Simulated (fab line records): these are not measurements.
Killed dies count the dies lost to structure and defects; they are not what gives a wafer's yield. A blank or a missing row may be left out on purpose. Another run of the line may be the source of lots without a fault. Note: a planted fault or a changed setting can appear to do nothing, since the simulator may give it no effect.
A struck lot beside a sound one ; flow sfq-line ; 20 steps out of a route of 325
Sound: the wafers L942.2, L942.5, L942.6. Struck: wafer L954.1 (L954.5, L954.6, from the same lot, were not struck and are left out); the cause is given at the end.
Each step with rows lists, per side, the tool, then ch with its chambers, then its first start. Under that, the readings that differ: sound wafers ; struck wafers ; difference of the means ; sigmas: that difference in standard deviations of wafers without a fault.
alike: words and numbers the same on both sides, and readings whose means are apart by under 2 such deviations; not compared: readings that were withheld, readings missing a value for some wafer, numbers with overlapping values and no deviation given by the record, and bounds like >300 which may hide the same value.
The two part at a step that has a row with sigmas, a row that says differs or no value, or rows on one side only. Numbers that have no deviation but don't overlap get no sigmas and don't part them. A reading that every wafer of one side lacks parts them only if that side has two wafers or more.

first, 2 steps without rows for these wafers: SFQ_TRILAYER_I0_VIA_LITHO_PEB_034 (peb time 60 s); SFQ_TRILAYER_I0_VIA_LITHO_DEVELOP_033 (time 60 s).
SFQ_I0_OVL_MEAS_908:
  sound on overlay-01 at day 17 03:28; struck on overlay-01 at day 19 21:05
  alike: I0_OVL
then, 1 step without rows for these wafers: SFQ_TRILAYER_I0_VIA_BARC_OPEN_VIA_ETCH_046 (etches BARC in O2, target depth 125 nm, time 41.7 s).
SFQ_TRILAYER_I0_VIA_ETCH_VIA_ETCH_034: etches SiO2 in CHF3, stops on Nb, target depth 260 nm.
  sound on rie-diel-02 ch 2,3, day 17 03:32; struck on rie-diel-01 ch 0, day 19 21:10
  alike: drypump-motor-current-A, oes-product-au
SFQ_TRILAYER_I0_VIA_STRIP_STRIP_035: strips in O2.
  sound on rie-metal-03 ch 0,1, day 17 03:39; struck on rie-metal-01 ch 1, day 19 21:17
  alike: drypump-motor-current-A, he-backside-leak-sccm, oes-product-au
  not compared: rf-hours-counter-h
then, 2 steps without rows for these wafers: SFQ_TRILAYER_I0_VIA_STRIP_SOLV_CLEAN_036 (cleans in NMP, time 600 s); SFQ_TRILAYER_M1_DEP_PRE_CLEAN_038 (time 22.5 s).
SFQ_TRILAYER_M1_DEP_SPUTTER_037: material Nb, target thk 200 nm, time 133.3 s.
  sound on pvd-sputter-04 at day 17 04:27; struck on pvd-sputter-05 at day 19 22:05
reading;sound;struck;difference;sigmas
chamber-pressure-pa (Pa);0.13338 0.13373 0.13333;0.13286;-0.00062;-2
  alike: cathode-dc-power-W, throttle-valve-pct
SFQ_M1_RS_MEAS_909: a four-point-probe measurement.
  sound on film-metro-02 at day 17 04:34; struck on film-metro-03 at day 19 22:11
reading;sound;struck;difference;sigmas
M1_NB_RS (ohm/sq);0.895 0.898 0.893;0.870;-0.025;-3
then, 1 step without rows for these wafers: SFQ_TRILAYER_M1_LITHO_COAT_044 (resist thk 62 nm).
SFQ_TRILAYER_M1_LITHO_COAT_039: resist thk 600 nm.
  sound on litho-track-01 ch 0, day 17 05:04; struck on litho-track-01 ch 0, day 19 22:40
reading;sound;struck;difference;sigmas
model.KrF_of_TRILAYER_M1_LITHO_COAT_039.thk-nm (nm);599.7 600 600.6;641.9;+41.8;
then, 4 steps without rows for these wafers: SFQ_TRILAYER_M1_LITHO_SOFTBAKE_043; SFQ_TRILAYER_M1_LITHO_EXPOSE_040 (exposes mask M1, target cd 500 nm); SFQ_TRILAYER_M1_LITHO_PEB_042 (peb time 60 s); SFQ_TRILAYER_M1_LITHO_DEVELOP_041 (time 60 s).
SFQ_M1_OVL_MEAS_911:
  sound on overlay-01 at day 19 00:08; struck on overlay-01 at day 20 11:29
  alike: M1_OVL
SFQ_TRILAYER_M1_BARC_OPEN_METAL_ETCH_054: etches BARC in O2, target depth 125 nm, time 41.7 s.
  sound on rie-metal-03 ch 0,1, day 19 00:10; struck on rie-metal-01 ch 1, day 20 11:32
reading;sound;struck;difference;sigmas
oes-product-au (a.u.);0.686 0.688 0.698;0.681;-0.010;-2
  alike: drypump-motor-current-A, he-backside-leak-sccm
  not compared: rf-hours-counter-h
SFQ_TRILAYER_M1_ETCH_METAL_ETCH_042: etches Nb in Cl2/Ar, stops on SiO2, target depth 240 nm, time 120 s.
  sound on rie-metal-03 ch 0,1, day 19 00:13; struck on rie-metal-01 ch 1, day 20 11:35
reading;sound;struck;difference;sigmas
model.KrF_of_TRILAYER_M1_LITHO_COAT_039.thk-nm (nm);382.5 379.5 383.4;421.9;+40.1;
  alike: drypump-motor-current-A, he-backside-leak-sccm, oes-product-au
  not compared: rf-hours-counter-h
SFQ_TRILAYER_M1_STRIP_STRIP_043: strips in O2.
  sound on rie-metal-03 ch 0,1, day 19 00:20; struck on rie-metal-01 ch 1, day 20 11:43
  alike: drypump-motor-current-A, he-backside-leak-sccm, oes-product-au
  not compared: rf-hours-counter-h

## WHERE THEY PART
Earliest at SFQ_TRILAYER_M1_DEP_SPUTTER_037; latest, in this record, at SFQ_TRILAYER_M1_BARC_OPEN_METAL_ETCH_054. Later steps at which nothing parts them and some readings are alike: SFQ_TRILAYER_M1_ETCH_METAL_ETCH_042, SFQ_TRILAYER_M1_STRIP_STRIP_043.

WHY: what had been put in by the simulator
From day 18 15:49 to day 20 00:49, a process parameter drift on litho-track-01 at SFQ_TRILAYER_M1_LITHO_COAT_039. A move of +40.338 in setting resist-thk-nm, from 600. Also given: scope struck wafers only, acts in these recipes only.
